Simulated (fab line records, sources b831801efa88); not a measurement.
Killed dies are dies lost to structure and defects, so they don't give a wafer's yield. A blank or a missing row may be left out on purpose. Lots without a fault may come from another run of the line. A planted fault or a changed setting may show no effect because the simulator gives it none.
Problem report in the 8D (eight disciplines) form, filled by code | flow gf180mcu | the parts of the form that need people (team, actions taken, sign-off) are left out

1. THE PROBLEM
MVSD_TW at GF_MVSD_TW_MEAS_11 reads a mean of 1448 on 6 wafers of 2 lots; wafers without a fault read 1585 with a standard deviation of 9.6. That is -14 standard deviations from the usual mean.
First seen on wafer L986.1, day 7 00:07, on film_metro-03. The record holds 36 wafers of 12 lots with a number at this step. Rule for "out", or "out of limits": more than 4 standard deviations from the usual mean. The other wafers with a number count as sound.

2. WHAT IT IS AND WHAT IT IS NOT
question                    | is                           | is not
which readings at this step | MVSD_TW                      | -
which lots                  | L986, L987                   | L975, L977, L978, L979, L980, L981, L982, L983, L988, L990
which wafers of those lots  | all that have a number       | -
read on which gauges        | film_metro-01, film_metro-03 | film_metro-02
when                        | from day 7 00:07             | up to then (24 sound wafers); but 6 sound wafers of L988, L990 came after

3. SUSPECTS, AND WHAT RULES EACH OUT
Counting: a tool at a process step up to the reading stays a suspect if it ran every lot that is out and no sound lot after the first of them.
- the gauge at GF_MVSD_TW_MEAS_11: ruled out. The wafers that are out were read on 2 gauges (film_metro-01, film_metro-03).
- implanter-04 at GF_MVSD_IMPLANT_08: kept. It ran every lot that is out, first L986 (day 6 23:43), and no sound lot after that; its last sound lot up to then is L983 (day 6 07:12). Its own readings are out on those wafers: dose_ions_cm2, faraday_current_uA.
Left after counting: implanter-04 at GF_MVSD_IMPLANT_08.

4. THE CAUSE (what the simulator had put in)
Process parameter drift: implanter-04, from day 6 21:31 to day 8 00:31, at GF_MVSD_IMPLANT_08. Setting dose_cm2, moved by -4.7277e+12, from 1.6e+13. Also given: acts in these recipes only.
Counting left only this tool.

5. THE CHAIN OF EFFECTS, in route order
Each row: a reading whose mean over the struck wafers that have a number lies more than 3 standard deviations from the usual. Only readings for which the record gives a usual standard deviation are gone through. hours: the time from each lot's start at the first step in this table that gives one to its start at this step, as a median over the lots. sigmas: the change in usual standard deviations.
hours | step                     | reading            | usual        | on struck wafers | change      | sigmas
0     | GF_MVSD_IMPLANT_08       | dose_ions_cm2      | 1.6001e+13   | 1.1270e+13       | -4.7313e+12 | -99 or more
0     | GF_MVSD_IMPLANT_08       | faraday_current_uA | 90.3         | 63.8             | -26.5       | -13
0     | GF_MVSD_TW_MEAS_11       | MVSD_TW            | 1585         | 1448             | -138        | -14
85    | GF_VT_IMPLANT_RS_MEAS_46 | MVSD_RS            | 456.7 ohm/sq | 543.8            | +87.1       | +73
The process steps in it:
- GF_MVSD_IMPLANT_08

6. WHAT WOULD HAVE CAUGHT IT SOONER
In this record the first reading out of limits at a measuring or inspecting step was taken at day 7 00:07, 3 hours after the fault began at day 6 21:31.
The tool's own readings at GF_MVSD_IMPLANT_08 were out on every struck wafer that the step has a row for (dose_ions_cm2, faraday_current_uA): an alarm limit on them would have fired on the first of those.
Of the lots that are out (2), L987 began GF_MVSD_IMPLANT_08 on implanter-04 after day 7 00:07. A hold on the tool at that time would have spared it.
